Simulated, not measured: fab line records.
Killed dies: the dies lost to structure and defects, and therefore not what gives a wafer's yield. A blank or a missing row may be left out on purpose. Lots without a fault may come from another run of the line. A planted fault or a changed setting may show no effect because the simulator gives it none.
fab line records	flow sfq_line
record: lots: 6	wafers: 18	last_day: 91
route steps=325 shown C5@243 M6@251
lots untouched by any fault: they come from a run of this same line in which no faults occurred
start_h: hours from the record's first day to the start of the lot's first wafer shown	wait_h: hours since the lot's step before	" same as the row above	L1.1+2: a single row standing in for several wafers	- no value, or no start given	* or withheld: withheld	< > ~ a bound
route shown NAME@n: NAME is a module with steps in the file, n the number in the route of the first one	usual: mean/standard deviation taken from wafers without a fault	same: alike in all rows	chamber/n: place in a boat	sites: each site's reading	_std_site: their standard deviation	_edge_site: outer sites' mean less inner sites'	radius_mm: for every site, how far away it sits from the centre of the wafer	mask NAME#n: copy n	behind: tool/chamber where the wafer was last shaped	hold: what put the lot on hold/how long, in hours/how the hold closed	device: which transistor (n, p or np) failed to switch	end of line: tests run on the same wafers once the route is complete	a step without rows: its recipe alone	killed: dies that structure and defects cost at the first sort, which is not the same as the wafer's yield	map: shows each die of a wafer: x if killed, . if not, _ if none is there
set.NAME: the run value of the setting; set.NAME@STEP: its run value at that earlier step	model.NAME: the simulator's own value behind a step, which no gauge read
a table for each step, a row for each wafer; lots at some steps of the route
services: from which hour (start_h, from the record's first day; less than 0 if before it) a tool's chamber was out of use, for how many hours, and why
== steps ==
step: SFQ_TRILAYER_C5_LITHO_EXPOSE_152
recipe: mask_id: C5	na: 0.6	source_shape: conventional	sigma_outer: 0.65	target_cd_nm: 500	dose_mj: 21.3
step: SFQ_TRILAYER_C5_LITHO_PEB_154
recipe: peb_temp_c: 115	peb_time_s: 60	resist: KrF
step: SFQ_TRILAYER_C5_LITHO_DEVELOP_153
recipe: time_s: 60	resist: KrF
step: SFQ_C5_OVL_MEAS_937
usual: C5_OVL: 0/5.8
lot.wafer	tool	chamber	start_h	wait_h	C5_OVL[nm]
L489.1	overlay-01	-	1726.38	0.1	10
L489.3	"	-	"	"	10
L489.6	"	-	"	"	10
L490.1	overlay-01	-	1737.18	0.1	4
L490.3	"	-	"	"	6
L490.6	"	-	"	"	0
L491.2	overlay-01	-	1741.98	0.1	0
L491.3	"	-	"	"	-4
L491.5	"	-	"	"	7
L500.1	overlay-02	-	1886.40	0.1	0
L500.5	"	-	"	"	-3
L500.6	"	-	"	"	-1
L502.1	overlay-01	-	1898.83	0.1	3
L502.2	"	-	"	"	2
L502.4	"	-	"	"	-2
L505.1	overlay-02	-	1907.33	0.1	3
L505.4	"	-	"	"	4
L505.6	"	-	"	"	2
step: SFQ_TRILAYER_C5_BARC_OPEN_VIA_ETCH_210
recipe: mask_material: PR	chemistry: O2	target_depth_nm: 125	target: BARC	source_w: 500	bias_w: 80	pressure_mtorr: 30	time_s: 41.7
usual: drypump_motor_current_A: 5.9/0.35	oes_product_au: 0.685/0.0054
lot.wafer	tool	chamber	start_h	wait_h	drypump_motor_current_A	oes_product_au	rf_hours_counter_h
L489.1	rie_diel-02	0	1726.41	0.0	5.1	0.685	8
L489.3	"	2	"	"	6.5	0.681	0
L489.6	"	0	"	"	5.0	0.675	-
L490.1	rie_diel-01	2	1737.21	0.0	5.9	0.686	15
L490.3	"	1	"	"	6.1	0.695	12
L490.6	"	2	"	"	5.9	0.685	-
L491.2	rie_diel-04	3	1742.01	0.0	5.4	0.679	2
L491.3	"	1	"	"	6.0	0.682	12
L491.5	"	2	"	"	6.0	0.684	-
L500.1	rie_diel-01	3	1886.44	0.0	6.1	0.679	15
L500.5	"	2	"	"	5.9	0.687	-
L500.6	"	3	"	"	6.1	0.686	-
L502.1	rie_diel-01	3	1898.86	0.0	6.1	0.678	15
L502.2	"	1	"	"	6.1	0.688	14
L502.4	"	2	"	"	5.9	0.681	17
L505.1	rie_diel-04	2	1907.36	0.0	6.0	0.687	1
L505.4	"	0	"	"	6.0	0.678	2
L505.6	"	1	"	"	6.0	0.686	-
step: SFQ_TRILAYER_C5_ETCH_VIA_ETCH_154
recipe: target: SiO2	mask_material: PR	chemistry: CHF3	target_depth_nm: 84	source_w: 500	bias_w: 80	pressure_mtorr: 30	time_s: withheld	stop_on: Nb
usual: drypump_motor_current_A: 5.9/0.34	oes_product_au: 0.892/0.0084
lot.wafer	tool	chamber	start_h	wait_h	drypump_motor_current_A	oes_product_au
L489.1	rie_diel-02	0	1726.45	0.0	5.1	0.891
L489.3	"	2	"	"	6.5	0.886
L489.6	"	0	"	"	5.1	0.900
L490.1	rie_diel-01	2	1737.25	0.0	5.9	0.888
L490.3	"	1	"	"	6.0	0.881
L490.6	"	2	"	"	5.9	0.888
L491.2	rie_diel-04	3	1742.05	0.0	5.3	0.898
L491.3	"	1	"	"	6.0	0.896
L491.5	"	2	"	"	6.0	0.895
L500.1	rie_diel-01	3	1886.48	0.0	6.1	0.892
L500.5	"	2	"	"	5.9	0.893
L500.6	"	3	"	"	6.1	0.896
L502.1	rie_diel-01	3	1898.90	0.0	6.1	0.878
L502.2	"	1	"	"	6.1	0.893
L502.4	"	2	"	"	5.9	0.904
L505.1	rie_diel-04	2	1907.40	0.0	6.0	0.901
L505.4	"	0	"	"	6.0	0.908
L505.6	"	1	"	"	6.0	0.892
step: SFQ_TRILAYER_C5_STRIP_STRIP_155
recipe: gas: O2	power_w: 200	platen_temp_c: 40	overash_fraction: 0.65	chemistry: O2	pressure_mtorr: 50
usual: drypump_motor_current_A: 5.4/0.52	oes_product_au: 0.997/0.0086
lot.wafer	tool	chamber	start_h	wait_h	drypump_motor_current_A	oes_product_au	rf_hours_counter_h
L489.1	rie_metal-02	0	1726.50	-	5.7	1.001	62
L489.3	"	1	"	"	4.8	0.991	-
L489.6	"	0	"	"	5.7	1.001	-
L490.1	rie_metal-03	0	1737.30	-	5.0	0.995	11
L490.3	"	0	"	"	5.0	0.996	-
L490.6	"	1	"	"	6.2	0.982	-
L491.2	rie_metal-04	0	1742.10	-	5.4	0.994	63
L491.3	"	0	"	"	5.4	0.995	-
L491.5	"	1	"	"	5.0	0.999	-
L500.1	rie_metal-02	1	1886.53	-	4.8	0.994	26
L500.5	"	1	"	"	4.8	1.006	-
L500.6	"	0	"	"	5.7	1.006	-
L502.1	rie_metal-02	0	1898.95	-	5.7	1.006	86
L502.2	"	1	"	"	4.8	1.004	28
L502.4	"	0	"	"	5.7	1.007	-
L505.1	rie_metal-04	1	1907.45	-	5.0	1.001	4
L505.4	"	0	"	"	5.4	0.999	-
L505.6	"	0	"	"	5.4	1.006	-
step: SFQ_TRILAYER_C5_STRIP_SOLV_CLEAN_156
recipe: chemistry: NMP	temp_c: 70	time_s: 600
step: SFQ_TRILAYER_M6_DEP_PRE_CLEAN_158
recipe: gas: Ar	time_s: 22.5	bias_v: 250
step: SFQ_TRILAYER_M6_DEP_SPUTTER_157
recipe: material: Nb	base_pressure_pa: 1.33e-06	chamber_pressure_pa: 0.1333	substrate_temp_c: 20	target_thk_nm: 200	power_w: 2000	time_s: 133.3
usual: throttle_valve_pct: 30.2/1.2
lot.wafer	tool	chamber	start_h	wait_h	throttle_valve_pct
L489.1	pvd_sputter-03	-	1727.30	0.0	28.7
L489.3	"	-	"	"	30.5
L489.6	"	-	"	"	28.8
L490.1	pvd_sputter-05	-	1738.10	0.0	32.1
L490.3	"	-	"	"	30.5
L490.6	"	-	"	"	29.3
L491.2	pvd_sputter-04	-	1742.90	0.0	29.9
L491.3	"	-	"	"	30.3
L491.5	"	-	"	"	31.6
L500.1	pvd_sputter-05	-	1887.33	0.0	29.2
L500.5	"	-	"	"	29.6
L500.6	"	-	"	"	31.8
L502.1	pvd_sputter-04	-	1899.75	0.0	31.4
L502.2	"	-	"	"	30.2
L502.4	"	-	"	"	30.2
L505.1	pvd_sputter-04	-	1908.25	0.0	30.4
L505.4	"	-	"	"	30.1
L505.6	"	-	"	"	29.8
step: SFQ_M6_RS_MEAS_938
recipe: thk_meas_gauge: four-point-probe	reads: Nb_of_TRILAYER_M6_DEP_SPUTTER_157
usual: M6_NB_RS: 0.887/0.011
lot.wafer	tool	chamber	start_h	wait_h	M6_NB_RS[ohm/sq]
L489.1	film_metro-04	-	1727.39	0.0	0.904
L489.3	"	-	"	"	0.900
L489.6	"	-	"	"	0.908
L490.1	film_metro-02	-	1738.19	0.0	0.896
L490.3	"	-	"	"	0.898
L490.6	"	-	"	"	0.890
L491.2	film_metro-03	-	1743.01	0.1	0.905
L491.3	"	-	"	"	0.892
L491.5	"	-	"	"	0.887
L500.1	film_metro-04	-	1887.42	0.0	0.892
L500.5	"	-	"	"	0.898
L500.6	"	-	"	"	0.901
L502.1	film_metro-04	-	1899.84	0.0	0.883
L502.2	"	-	"	"	0.880
L502.4	"	-	"	"	0.881
L505.1	film_metro-03	-	1908.34	0.0	0.893
L505.4	"	-	"	"	0.892
L505.6	"	-	"	"	0.903
step: SFQ_TRILAYER_M6_LITHO_COAT_164
recipe: resist: BARC	spin_rpm: 3000	resist_thk_nm: 62
usual: spin_speed_rpm: 2999.9/2.4
lot.wafer	tool	chamber	start_h	wait_h	spin_speed_rpm	model.BARC_of_TRILAYER_M6_LITHO_COAT_164.thk_nm
L489.1	litho_track-02	0	1727.57	0.1	2576.2	66.81
L489.3	"	0	"	"	2577.1	66.79
L489.6	"	0	"	"	2574.7	66.86
L490.1	litho_track-04	0	1738.37	0.1	2999.1	61.62
L490.3	"	0	"	"	3001.3	61.66
L490.6	"	0	"	"	2999.8	61.59
L491.2	litho_track-02	0	1743.22	0.1	2572.6	67.06
L491.3	"	0	"	"	2574.6	67.14
L491.5	"	0	"	"	2573.4	67.07
L500.1	litho_track-01	0	1887.60	0.1	3000.8	62.23
L500.5	"	0	"	"	3002.3	62.14
L500.6	"	0	"	"	2998.4	62.04
L502.1	litho_track-02	0	1900.02	0.1	2998.0	61.78
L502.2	"	0	"	"	3002.8	61.91
L502.4	"	0	"	"	3001.5	61.81
L505.1	litho_track-04	0	1908.52	0.1	3000.5	62.04
L505.4	"	0	"	"	3002.5	61.94
L505.6	"	0	"	"	3001.0	62.01
step: SFQ_TRILAYER_M6_LITHO_COAT_159
recipe: resist: KrF	spin_rpm: 3000	resist_thk_nm: 600
step: SFQ_TRILAYER_M6_LITHO_SOFTBAKE_163
recipe: temp_c: withheld	time_s: withheld	resist: KrF
step: SFQ_TRILAYER_M6_LITHO_EXPOSE_160
recipe: mask_id: M6	na: 0.6	source_shape: conventional	sigma_outer: 0.65	target_cd_nm: 500	dose_mj: 14.4
step: SFQ_TRILAYER_M6_LITHO_PEB_162
recipe: peb_temp_c: 115	peb_time_s: 60	resist: KrF
step: SFQ_TRILAYER_M6_LITHO_DEVELOP_161
recipe: time_s: 60	resist: KrF
step: SFQ_M6_OVL_MEAS_940
usual: M6_OVL: 4/5.6
lot.wafer	tool	chamber	start_h	wait_h	M6_OVL[nm]
L489.1	overlay-01	-	1828.80	0.1	0
L489.3	"	-	"	"	-1
L489.6	"	-	"	"	-4
L490.1	overlay-02	-	1840.80	0.1	-6
L490.3	"	-	"	"	-4
L490.6	"	-	"	"	8
L491.2	overlay-01	-	1844.41	0.1	1
L491.3	"	-	"	"	7
L491.5	"	-	"	"	4
L500.1	overlay-01	-	1896.43	0.1	1
L500.5	"	-	"	"	2
L500.6	"	-	"	"	4
L502.1	overlay-01	-	1903.63	0.1	0
L502.2	"	-	"	"	-1
L502.4	"	-	"	"	2
L505.1	overlay-02	-	1912.13	0.1	10
L505.4	"	-	"	"	12
L505.6	"	-	"	"	1
step: SFQ_TRILAYER_M6_BARC_OPEN_METAL_ETCH_206
recipe: mask_material: PR	chemistry: O2	target_depth_nm: 125	target: BARC	icp_w: 584.3	bias_w: 80	pressure_mtorr: 10	time_s: 41.7
usual: drypump_motor_current_A: 5.5/0.46	oes_product_au: 0.685/0.0044
lot.wafer	tool	chamber	start_h	wait_h	drypump_motor_current_A	oes_product_au	rf_hours_counter_h	model.etch.depth_nm
L489.1	rie_metal-03	0	1828.84	0.0	5.0	0.716	22	66.81
L489.3	"	1	"	"	6.3	0.712	-	66.79
L489.6	"	1	"	"	6.2	0.709	-	66.86
L490.1	rie_metal-01	1	1840.84	0.0	5.8	0.687	69	61.62
L490.3	"	0	"	"	6.0	0.680	-	61.66
L490.6	"	0	"	"	6.0	0.686	-	61.59
L491.2	rie_metal-04	0	1844.44	0.0	5.4	0.706	76	67.06
L491.3	"	0	"	"	5.4	0.708	-	67.14
L491.5	"	1	"	"	5.0	0.716	-	67.07
L500.1	rie_metal-01	0	1896.46	0.0	6.0	0.689	123	62.23
L500.5	"	1	"	"	5.7	0.682	-	62.14
L500.6	"	0	"	"	6.0	0.679	-	62.04
L502.1	rie_metal-01	0	1903.66	0.0	6.0	0.681	125	61.78
L502.2	"	1	"	"	5.8	0.686	82	61.91
L502.4	"	1	"	"	5.8	0.682	-	61.81
L505.1	rie_metal-04	1	1912.16	0.0	4.9	0.681	4	62.04
L505.4	"	0	"	"	5.4	0.685	-	61.94
L505.6	"	0	"	"	5.4	0.683	-	62.01
step: SFQ_TRILAYER_M6_ETCH_METAL_ETCH_162
recipe: target: Nb	stop_on: SiO2	mask_material: PR	chemistry: Cl2/Ar	target_depth_nm: 240	icp_w: 600	bias_w: 80	pressure_mtorr: 10	time_s: 120
usual: drypump_motor_current_A: 5.5/0.46	oes_product_au: 0.896/0.0082
lot.wafer	tool	chamber	start_h	wait_h	drypump_motor_current_A	oes_product_au	rf_hours_counter_h
L489.1	rie_metal-03	0	1828.90	0.0	5.0	0.883	22
L489.3	"	1	"	"	6.2	0.877	-
L489.6	"	1	"	"	6.3	0.886	-
L490.1	rie_metal-01	1	1840.90	0.0	5.7	0.888	69
L490.3	"	0	"	"	6.0	0.892	-
L490.6	"	0	"	"	6.0	0.889	-
L491.2	rie_metal-04	0	1844.50	0.0	5.4	0.885	76
L491.3	"	0	"	"	5.4	0.904	-
L491.5	"	1	"	"	5.0	0.897	-
L500.1	rie_metal-01	0	1896.52	0.0	6.1	0.886	123
L500.5	"	1	"	"	5.8	0.886	-
L500.6	"	0	"	"	6.0	0.885	-
L502.1	rie_metal-01	0	1903.72	0.0	6.0	0.898	125
L502.2	"	1	"	"	5.7	0.895	82
L502.4	"	1	"	"	5.7	0.905	-
L505.1	rie_metal-04	1	1912.22	0.0	4.9	0.890	4
L505.4	"	0	"	"	5.4	0.894	-
L505.6	"	0	"	"	5.4	0.886	-
== services ==
tool	chamber	start_h	hours	kind
rie_diel-01	3	1703.69	4.3	repair
pvd_sputter-05	-	1708.57	3.3	repair
pvd_sputter-05	-	1732.52	1.7	repair
rie_diel-02	-	1769.83	0.1	repair
pvd_sputter-03	-	1779.88	1.6	repair
rie_diel-04	2	1780.92	6.9	repair
rie_metal-04	0	1782.75	18.4	repair
rie_metal-02	1	1800.65	2.3	repair
rie_diel-02	3	1806.24	5.4	repair
rie_metal-04	1	1814.63	10.6	repair
pvd_sputter-04	-	1822.17	7.5	repair
rie_diel-02	2	1822.28	10.6	repair
rie_metal-04	-	1824.08	0.1	repair
rie_diel-04	0	1828.87	4.4	repair
rie_diel-04	3	1834.04	7.3	repair
rie_diel-01	2	1840.01	1.3	repair
rie_diel-01	0	1854.49	13.1	repair
rie_diel-04	1	1860.71	6.5	repair
pvd_sputter-04	-	1880.60	9.2	repair
pvd_sputter-05	-	1899.24	6.8	repair
rie_metal-03	1	1899.33	17.5	repair
rie_metal-03	-	1906.27	1.4	repair
rie_diel-04	3	1908.10	6.1	repair
rie_diel-04	2	1912.14	6.4	repair
== key ==
first_sign: step: SFQ_TRILAYER_M6_LITHO_COAT_164	reading: spin_speed_rpm	direction: down	sigmas: 99+	usual: 2999.9	struck: 2574.8
effect: step: SFQ_TRILAYER_M6_BARC_OPEN_METAL_ETCH_206	reading: oes_product_au	direction: up	sigmas: 6	usual: 0.685	struck: 0.711
model_effect: step: SFQ_TRILAYER_M6_LITHO_COAT_164	value: BARC_of_TRILAYER_M6_LITHO_COAT_164.thk_nm	without: 62.01	struck: 66.96
model_effect: step: SFQ_TRILAYER_M6_BARC_OPEN_METAL_ETCH_206	value: etch.depth_nm	without: 62.01	struck: 66.96
met_at SFQ_TRILAYER_M6_LITHO_COAT_164
struck_wafers L489.1,L489.3,L489.6,L491.2,L491.3,L491.5
fault: kind: process_parameter_drift	tool: litho_track-02	chamber: -	onset_h: 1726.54	steps: SFQ_TRILAYER_M6_LITHO_COAT_164	channel: spin_rpm	offset: -426.98	shape: step	end_h: 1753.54	acts_in: these_recipes_only	stated: 3000
